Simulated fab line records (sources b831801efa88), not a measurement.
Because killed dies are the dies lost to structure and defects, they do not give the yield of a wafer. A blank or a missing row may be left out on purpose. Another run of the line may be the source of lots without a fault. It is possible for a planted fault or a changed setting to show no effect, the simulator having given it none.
Which of the tools did it? + flow gf180mcu + Sampling: 14 lots, 42 wafers, 4 of 602 route steps

WHAT THE GAUGES READ, wafer by wafer
GF_STI_THK_MEAS_02. Usual: STI_OXIDATION_THK typically reads 10.06 nm, with standard deviation 0.19.
| lot  | measured    | on            | STI_OXIDATION_THK (nm) | flag |
|------|-------------|---------------|------------------------|------|
| L219 | day 1 14:34 | film_metro-02 | 10.10 10.06 9.92       |      |
| L221 | day 1 21:31 | film_metro-04 | 9.82 9.78 9.94         |      |
| L222 | day 2 02:31 | film_metro-03 | 9.85 9.96 9.89         |      |
| L223 | day 2 09:04 | film_metro-03 | 10.05 10.11 10.22      |      |
| L226 | day 2 23:02 | film_metro-03 | 10.06 10.11 10.27      |      |
| L227 | day 3 03:31 | film_metro-03 | 9.90 9.64 9.94         |      |
| L230 | day 3 20:41 | film_metro-04 | 10.25 10.28 10.29      |      |
| L233 | day 4 09:31 | film_metro-04 | 9.88 9.82 9.89         |      |
| L234 | day 4 14:54 | film_metro-02 | 10.40 10.32 10.48      |      |
| L235 | day 4 19:31 | film_metro-02 | 10.31 10.25 10.36      |      |
| L237 | day 5 05:31 | film_metro-02 | 10.02 10.19 10.15      |      |
| L238 | day 5 10:31 | film_metro-03 | 10.36 10.23 10.37      |      |
| L241 | day 6 01:32 | film_metro-04 | 10.29 10.12 10.14      |      |
| L242 | day 6 07:07 | film_metro-02 | 10.37 10.23 10.32      |      |

GF_HV_LDD_CD_MEAS_07 targets a cd of 400 nm. Usual: cd_nm at 400.1 nm, with a standard deviation of 2.
| lot  | measured     | on        | cd_nm (nm)        | flag |
|------|--------------|-----------|-------------------|------|
| L219 | day 10 02:00 | cd_sem-02 | 402.4 400.5 402.7 |      |
| L221 | day 10 19:06 | cd_sem-02 | 400.0 397.4 397.5 |      |
| L222 | day 10 21:25 | cd_sem-01 | 400.1 401.5 400.1 |      |
| L223 | day 11 07:09 | cd_sem-01 | 401.7 401.6 403.0 |      |
| L226 | day 12 06:36 | cd_sem-02 | 399.6 398.6 399.5 |      |
| L227 | day 12 13:54 | cd_sem-02 | 401.6 398.9 399.3 |      |
| L230 | day 13 15:39 | cd_sem-02 | 402.6 401.1 400.7 |      |
| L233 | day 14 07:20 | cd_sem-01 | 397.9 396.3 395.4 |      |
| L234 | day 14 14:17 | cd_sem-01 | 398.7 398.2 397.2 |      |
| L235 | day 14 21:28 | cd_sem-02 | 400.1 398.6 399.7 |      |
| L237 | day 15 11:52 | cd_sem-01 | 398.5 399.2 403.9 |      |
| L238 | day 15 19:52 | cd_sem-01 | 403.0 403.8 405.4 |      |
| L241 | day 16 19:38 | cd_sem-02 | 399.0 400.1 399.5 |      |
| L242 | day 17 03:13 | cd_sem-01 | 399.9 399.5 401.0 |      |

GF_SALICIDE_RS_MEAS_04: a four-point-probe measurement. Usual: SALICIDE_TIN_RS typically reads 16.2 ohm/sq, with standard deviation 0.3.
| lot  | measured     | on            | SALICIDE_TIN_RS (ohm/sq) | flag |
|------|--------------|---------------|--------------------------|------|
| L219 | day 15 06:10 | film_metro-03 | 16.6 16.9 16.7           |      |
| L221 | day 16 01:12 | film_metro-03 | 16.5 16.6 16.5           |      |
| L222 | day 16 04:34 | film_metro-01 | 16.2 16.7 16.6           |      |
| L223 | day 16 14:51 | film_metro-01 | 16.4 15.8 16.1           |      |
| L226 | day 17 21:11 | film_metro-03 | 16.0 15.9 16.2           |      |
| L227 | day 18 04:54 | film_metro-01 | 16.0 16.1 16.6           |      |
| L230 | day 19 11:17 | film_metro-03 | 15.8 15.8 15.9           |      |
| L233 | day 20 06:10 | film_metro-01 | 16.2 16.6 16.4           |      |
| L234 | day 20 15:37 | film_metro-01 | 16.3 16.6 16.0           |      |
| L235 | day 20 23:36 | film_metro-03 | 16.1 16.2 16.0           |      |
| L237 | day 21 15:28 | film_metro-01 | 16.0 16.2 16.1           |      |
| L238 | day 21 22:00 | film_metro-01 | 15.9 15.8 16.0           |      |
| L241 | day 23 00:35 | film_metro-02 | 16.4 16.2 16.4           |      |
| L242 | day 23 07:48 | film_metro-03 | 15.9 15.8 16.2           |      |

EACH LOT AND THE TOOL THAT RAN IT (in order: tool; ch and the chambers of the sampled wafers; start)
| lot  | GF_DNWELL_IMPLANT_07           |
|------|--------------------------------|
| L219 | implanter-02 ch 0, day 2 21:10 |
| L221 | implanter-03 ch 0, day 3 09:57 |
| L222 | implanter-01 ch 0, day 3 10:18 |
| L223 | implanter-02 ch 0, day 3 18:43 |
| L226 | implanter-02 ch 0, day 4 10:33 |
| L227 | implanter-01 ch 0, day 4 15:46 |
| L230 | implanter-02 ch 0, day 5 06:19 |
| L233 | implanter-03 ch 0, day 5 20:02 |
| L234 | implanter-01 ch 0, day 6 01:38 |
| L235 | implanter-03 ch 0, day 6 07:30 |
| L237 | implanter-01 ch 0, day 6 17:56 |
| L238 | implanter-01 ch 0, day 6 23:54 |
| L241 | implanter-01 ch 0, day 7 17:46 |
| L242 | implanter-01 ch 0, day 7 21:27 |
- GF_DNWELL_IMPLANT_07

WHAT THE TOOLS THEMSELVES READ (means of the sampled wafers that have a number; where no wafer has one, the mark that the record gives instead)
GF_DNWELL_IMPLANT_07. Usual: dose_ions_cm2 9.999e+12, standard deviation 1.2e+10; faraday_current_uA 56.3, standard deviation 1.1.
| lot  | tool         | dose_ions_cm2 | faraday_current_uA | flag |
|------|--------------|---------------|--------------------|------|
| L219 | implanter-02 | 9.997e+12     | 57.3               |      |
| L221 | implanter-03 | 1.000e+13     | 55.9               |      |
| L222 | implanter-01 | 9.986e+12     | 56.2               |      |
| L223 | implanter-02 | 9.989e+12     | 56.1               |      |
| L226 | implanter-02 | 9.301e+12     | 52.7               | OFF  |
| L227 | implanter-01 | 1.001e+13     | 55.6               |      |
| L230 | implanter-02 | 9.287e+12     | 52.0               | OFF  |
| L233 | implanter-03 | 9.994e+12     | 56.3               |      |
| L234 | implanter-01 | 1.000e+13     | 56.0               |      |
| L235 | implanter-03 | 1.002e+13     | 56.0               |      |
| L237 | implanter-01 | 1.000e+13     | 57.1               |      |
| L238 | implanter-01 | 9.989e+12     | 56.0               |      |
| L241 | implanter-01 | 9.996e+12     | 55.5               |      |
| L242 | implanter-01 | 9.990e+12     | 56.2               |      |

THE ANSWER, worked out from the rows above alone
Rule: lot off if the mean of its wafers having a number is beyond 3 standard deviations from the usual mean. Also off: a lot with no number at a reading for which 4 or more lots have one. Where the step has rows for the other lots, those lots are counted as sound. Order of review: gauges by route order, followed by the tools' own readings, for which a lot's mean as printed above is used. The first step at which some lot is off is used, and at that step the reading that is off furthest; a lot without a number counts as furthest.
Off: L226, L230 (GF_DNWELL_IMPLANT_07, dose_ions_cm2).
If a tool, at that step or one of the process steps before it, ran each lot that is off and ran no sound lot following the first of them, it fits. One fits: GF_DNWELL_IMPLANT_07 on implanter-02. A fault onset in the window from L223 (day 3 18:43, its last sound lot) to L226 (day 4 10:33, its first lot off) fits.
The tool's own readings at GF_DNWELL_IMPLANT_07 bear it out: on the lots that are off they differ by more than 5 times the standard deviation of the sound lots' means. dose_ions_cm2 reads 9.294e+12 there against 9.998e+12 on the sound lots; faraday_current_uA reads 52.4 there against 56.2 on the sound lots.

WHAT WAS PUT IN BY THE SIMULATOR
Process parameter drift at GF_DNWELL_IMPLANT_07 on implanter-02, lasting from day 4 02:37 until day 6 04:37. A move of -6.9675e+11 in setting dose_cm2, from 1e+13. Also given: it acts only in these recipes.
Shown lots that were struck: L226, L230. This agrees with what the rule above found.
